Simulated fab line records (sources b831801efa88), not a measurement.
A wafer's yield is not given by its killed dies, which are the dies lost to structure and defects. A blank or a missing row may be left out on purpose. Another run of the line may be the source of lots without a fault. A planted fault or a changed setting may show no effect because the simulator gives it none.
Problem report in the 8D (eight disciplines) form, filled by code + flow gf180mcu + the parts of the form that need people (team, actions taken, sign-off) are left out

1. WHAT IS WRONG
At GF_V2_CVD_23, chamber pressure Torr averages 43.18 Torr over 6 wafers from 2 lots, while fault-free wafers read 39.99 Torr, standard deviation 0.088. That puts it +36 standard deviations away from the usual mean.
The step: deposits W, target thk 350 nm, time 104.94 s.
First seen on wafer L719.2, day 26 02:29, on cvd w-01. The record holds 36 wafers of 12 lots with a number at this step. Rule for "out" (also "out of limits"): further than 4 standard deviations from the usual mean. The rest of the wafers with a number are treated as sound.

2. WHAT IT IS AND WHAT IT IS NOT
| question                    | is                     | is not                                                                    |
|-----------------------------|------------------------|---------------------------------------------------------------------------|
| which readings at this step | chamber pressure Torr  | heater power w, susceptor temp C                                          |
| which lots                  | L719, L722             | L703, L705, L706, L708, L710, L711, L714, L716, L723, L725                |
| which wafers of those lots  | all that have a number | -                                                                         |
| read on which tools         | cvd w-01               | cvd w-02                                                                  |
| when                        | from day 26 02:29      | up to then (24 sound wafers); but 6 sound wafers of L723, L725 came after |

3. WHAT RULES OUT EACH SUSPECT
Counting: a tool stays on the suspect list if, at a process step up to the reading, it processed all lots that are out and no sound lot following the first of them.
- pvd sputter-02 at GF_M2_SPUTTER_03 (material Ti, target thk 10 nm, time 6.7 s): kept. All lots that are out passed through it, beginning with L719 at day 24 05:29, and no sound lot followed; its final sound lot before that point was L710 at day 20 22:47.
- cvd w-01 at GF_V2_CVD_23 (deposits W, target thk 350 nm, time 104.94 s): kept. All lots that are out passed through it, beginning with L719 at day 26 02:29, and no sound lot followed; its final sound lot before that point was L710 at day 23 00:11. On those wafers its own readings are out: chamber pressure Torr.
After counting, pvd sputter-02 at GF_M2_SPUTTER_03 and cvd w-01 at GF_V2_CVD_23 remain.

4. THE CAUSE (what the simulator had put in)
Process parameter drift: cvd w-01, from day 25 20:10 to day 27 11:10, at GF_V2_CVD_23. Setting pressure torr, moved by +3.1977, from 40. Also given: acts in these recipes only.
This tool is one of the 2 suspects left after counting.

5. THE CHAIN OF EFFECTS, in route order
Each row: a reading whose mean over the struck wafers that have a number lies more than 3 standard deviations from the usual. Readings are gone through only where the record gives a usual standard deviation; hours: the median, over the lots, of the time from a lot's start at the first step in this table giving one to that lot's start at this step; sigmas: the change measured in usual standard deviations.
| hours | step         | reading               | usual      | on struck wafers | change | sigmas |
|-------|--------------|-----------------------|------------|------------------|--------|--------|
| 0     | GF_V2_CVD_23 | chamber pressure Torr | 39.99 Torr | 43.18            | +3.19  | +36    |
The process steps in it:
- GF_V2_CVD_23: deposits W, target thk 350 nm, time 104.94 s.

6. WHAT WOULD HAVE CAUGHT IT SOONER
The fault began at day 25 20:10; the first out-of-limits reading in this record came at day 26 02:29, 6 hours later.
